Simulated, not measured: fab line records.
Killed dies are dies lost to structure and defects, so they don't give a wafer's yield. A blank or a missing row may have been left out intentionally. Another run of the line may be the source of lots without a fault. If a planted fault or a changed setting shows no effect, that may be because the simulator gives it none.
Chamber matching ; flow sky130 ; SKY_CONTACT_ETCH_16 on rie-diel-04 has 4 sister chambers
The step etches BARC in N2/H2, stops on SiO2, time 45.9 s, target depth 60 nm. 4 wafers are shown with their chamber, then 7 later ones without.

== WAFERS PAIRED WITH THEIR CHAMBERS ==
wafer;chamber;drypump-motor-current-A (A)
L075.4;3;5.3
L081.4;0;4.9
L088.1;2;6.4
L088.2;1;5.6

== WAFERS WITHOUT THEIR CHAMBER ==
wafer;drypump-motor-current-A (A)
L088.4;5.2
L091.1;5.6
L091.3;4.9
L091.5;5.6
L092.2;6.4
L092.4;4.8
L092.5;4.9

== WHICH CHAMBER EACH ONE RAN IN ==
wafer;from the rows above;in truth
L088.4;3;3
L091.1;1;1
L091.3;0;0
L091.5;1;1
L092.2;2;2
L092.4;0;0
L092.5;0;0
Correct placement for 7 of the 7. From these rows, 0 cannot be placed. Number placed wrongly: 0.
How it was worked out, from the rows above alone: a wafer's distance from a chamber is the root of the sum, over the readings, of the square of ((its reading less the chamber's mean) divided by the reading's scatter). If the next closest chamber is less than 2 further off than the closest, the wafer can't be placed; otherwise it belongs to the closest. A chamber's mean is the mean of its shown wafers. The scatter: root of mean squared gap, hidden wafer to nearest shown wafer, with one shown wafer a chamber.
